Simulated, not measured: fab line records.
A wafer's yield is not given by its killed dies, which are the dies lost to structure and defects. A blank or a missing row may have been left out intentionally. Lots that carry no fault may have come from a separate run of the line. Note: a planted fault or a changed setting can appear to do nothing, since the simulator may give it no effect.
One fault seen from 2 desks | flow gf180mcu | only its own numbers are on each desk; what lay behind them is given at the end

## FROM THE METROLOGY DESK
What the gauges read, lot by lot, whatever tool the lot ran on: means of the sampled wafers that have a number. The brackets show how far a lot's mean lies from the usual mean; more than 4 standard deviations puts the lot out of limits, marked OUT.
Columns: A = DNWELL_TW at GF_DNWELL_TW_MEAS_09, usual 1364; B = VT_IMPLANT_03_OVL at GF_VT_IMPLANT_OVL_MEAS_40, usual -0.1 nm
lot  | first seen here | A    | B
L884 | day 2 19:33     | 1357 | 1.1
L885 | day 3 01:01     | 1375 | 0.2
L888 | day 3 17:33     | 1369 | -1.2
L891 | day 4 12:50     | 1353 | -0.9
L897 | day 5 19:55     | 1353 | -1.8
L898 | day 5 22:31     | 1357 | -0.1
L899 | day 6 04:15     | 1379 | 1.3
L900 | day 6 09:49     | 1380 | -0.8
L901 | day 6 13:31     | 1370 | 0.9
L902 | day 6 18:24     | 1373 | 0.6
L903 | day 7 00:07     | 1362 | -2.2
L907 | day 7 22:00     | 1355 | 1.5
Result from this desk: across the 12 lots, nothing is out of limits.

## AT THE TOOL OWNER'S DESK: rie_si-01
The tool's own readings at GF_STI_ETCH_14 (etches Si in HBr/Cl2/O2, target depth 360 nm, time 102.9 s): means of the sampled wafers that have a number, for each lot that ran on this tool. The brackets show how far a lot's mean lies from the usual mean; more than 4 standard deviations puts the lot out of limits, marked OUT.
Columns: A = drypump_motor_current_A at GF_STI_ETCH_14, usual 5.4 A; B = oes_product_au at GF_STI_ETCH_14, usual 0.994 a.u.; C = throttle_valve_pct at GF_STI_ETCH_14, usual 25.660 %
lot  | first seen here | A   | B                | C
L885 | day 2 07:25     | 5.7 | 0.988            | 25.661
L888 | day 3 00:11     | 5.5 | 0.995            | 25.657
L891 | day 3 14:38     | 5.8 | 1.007            | 25.658
L897 | day 4 22:31     | 5.7 | 1.117 (+9.4) OUT | 25.587 (-6.1) OUT
L898 | day 5 03:01     | 5.7 | 1.114 (+9.2) OUT | 25.583 (-6.4) OUT
Finding of this desk: L897, L898 out of limits; the first was L897 at day 4 22:31, on oes_product_au at GF_STI_ETCH_14. Within limits: L885, L888, L891.

## PUT TOGETHER
The tool owner's desk had the chance to raise an alarm at day 4 22:31 on L897, L898.
Metrology desk: nothing out of limits seen.
The metrology desk has L897, L898 on record, within its limits.
GF_STI_ETCH_14 was run on rie_si-01 by each of the lots named.

## WHAT THE SIMULATOR HAD INSERTED
rie_si-01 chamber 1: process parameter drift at GF_STI_ETCH_14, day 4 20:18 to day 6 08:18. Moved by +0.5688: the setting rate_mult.
Shown lots that were struck: L897, L898.
Each desk's first reading out of limits, in hours after the fault started: the tool owner's desk, 2.
